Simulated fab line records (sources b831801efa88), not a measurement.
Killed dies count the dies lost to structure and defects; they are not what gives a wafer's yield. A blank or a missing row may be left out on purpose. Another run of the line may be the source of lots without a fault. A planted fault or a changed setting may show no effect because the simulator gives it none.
Struck lot and sound lot, side by side	flow sfqLine	18 steps out of a route of 325
Sound: wafers L927.1, L927.2, L927.3. Wafers struck: L934.2, L934.3, L934.4. Last of all comes the cause.
Order at every step that has rows: each side's tool, ch and its chambers, its first start. Under that, the readings that differ: sound wafers	struck wafers	difference of the means	sigmas: that difference in standard deviations of wafers without a fault.
alike: readings with means less than 2 such deviations apart, plus words and numbers identical on both sides. not compared: withheld readings, readings lacking a value on some wafer, bounds such as >300 that could conceal the same value, and numbers that have no deviation in the record and whose values overlap.
The two part at a step that has a row with sigmas, a row that says differs or no value, or rows on one side only. Non-overlapping numbers with no deviation appear without sigmas and do not part them. A reading missing from all wafers of one side parts the sides only when that side holds two or more wafers.

SFQ_TRILAYER_A5B_DEP_PECVD_129: deposits SiO2 from SiH4/N2O, time 133.33 s, target thk 600 nm.
  sound on pecvd-03 ch 0,1,2, day 52 19:36; struck on pecvd-03 ch 0,1, day 61 08:58
  alike: heaterPowerOuterW, heaterPowerW, throttleValvePct
SFQ_TRILAYER_A5B_CMP_CMP_130: polishes, stops on Nb, target thk 340.7 nm.
  sound on cmp-02 ch 0,2,3, day 53 05:09; struck on cmp-01 ch 0,2,3, day 61 09:03
  alike: motorCurrentA
after that, 1 step had no rows for these wafers: SFQ_TRILAYER_A5B_METRO_MEASURE_131.
SFQ_TRILAYER_R5_DEP_SPUTTER_132: material Ti, target thk 5 nm, time 5 s.
  struck on pvdSputter-05, day 61 13:15; sound on pvdSputter-04, day 53 09:21
  alike: basePressurePa, throttleValvePct
SFQ_TRILAYER_R5_DEP_SPUTTER_133: material MoNx, target thk 40 nm, time 66.7 s.
  struck on pvdSputter-05, day 61 13:16; sound on pvdSputter-04, day 53 09:22
  alike: basePressurePa, throttleValvePct
then, 1 step without rows for these wafers: SFQ_TRILAYER_R5_DEP_SPUTTER_134 (material Ti, target thk 5 nm, time 5 s).
SFQ_R5_RS_MEAS_933: measurement is done with a four-point probe.
  struck on filmMetro-01, day 61 13:22; sound on filmMetro-03, day 53 09:26
reading	sound	struck	difference	sigmas
R5_MONX_RS (ohm/sq)	6.93 6.87 6.86	7.16 7.09 7.07	+0.22	+3
SFQ_R5_THK_MEAS_934: measures by xrf.
  struck on filmMetro-01, day 61 13:29; sound on filmMetro-03, day 53 09:34
reading	sound	struck	difference	sigmas
R5_MONX_THK (nm)	40.3 40.4 40.6	38.9 39.6 39.6	-1.1	-2
then, 4 steps without rows for these wafers: SFQ_TRILAYER_R5_LITHO_COAT_141 (resist thk 62 nm); SFQ_TRILAYER_R5_LITHO_COAT_136 (resist thk 600 nm); SFQ_TRILAYER_R5_LITHO_SOFTBAKE_140; SFQ_TRILAYER_R5_LITHO_EXPOSE_137 (exposes mask R5, target cd 500 nm).
-- the record jumps here: 6 days lie between the struck wafers' starts before and after --
SFQ_TRILAYER_R5_LITHO_PEB_139: peb time 60 s.
  sound on lithoTrack-02 ch 0, day 59 05:56; struck on lithoTrack-04 ch 0, day 67 02:19
then, 1 step without rows for these wafers: SFQ_TRILAYER_R5_LITHO_DEVELOP_138 (time 60 s).
SFQ_R5_OVL_MEAS_935:
  struck on overlay-02, day 67 02:36; sound on overlay-01, day 59 06:14
  alike: R5_OVL
SFQ_TRILAYER_R5_BARC_OPEN_METAL_ETCH_177: etches BARC in O2, target depth 125 nm, time 41.7 s.
  sound on rieMetal-02 ch 0,1, day 59 06:16; struck on rieMetal-01 ch 0,1, day 67 02:38
reading	sound	struck	difference	sigmas
model.R5.cdNm (nm)	498.2 499.9 499.7	496 494.5 495.3	-4	
  alike: drypumpMotorCurrentA, oesProductAu
  not compared: rfHoursCounterH
SFQ_TRILAYER_R5_ETCH_METAL_ETCH_139: etches the open film in Cl2, stops on SiO2, target depth 60 nm, time 40 s.
  sound on rieMetal-02 ch 0,1, day 59 06:19; struck on rieMetal-01 ch 0,1, day 67 02:41
reading	sound	struck	difference	sigmas
model.R5.cdNm (nm)	498.6 499.9 499.4	496 495.1 495	-4	
  alike: drypumpMotorCurrentA, oesProductAu
  not compared: rfHoursCounterH
SFQ_TRILAYER_R5_STRIP_STRIP_140: strips in O2.
  sound on rieMetal-02 ch 0,1, day 59 06:23; struck on rieMetal-01 ch 0,1, day 67 02:45
  alike: drypumpMotorCurrentA, oesProductAu
  not compared: rfHoursCounterH

WHERE THEY PART
Last at SFQ_R5_THK_MEAS_934 as far as this record goes, first at SFQ_R5_RS_MEAS_933. Later steps at which nothing parts them and some readings are alike: SFQ_R5_OVL_MEAS_935, SFQ_TRILAYER_R5_BARC_OPEN_METAL_ETCH_177, SFQ_TRILAYER_R5_ETCH_METAL_ETCH_139, SFQ_TRILAYER_R5_STRIP_STRIP_140.

WHY: what the simulator had put in
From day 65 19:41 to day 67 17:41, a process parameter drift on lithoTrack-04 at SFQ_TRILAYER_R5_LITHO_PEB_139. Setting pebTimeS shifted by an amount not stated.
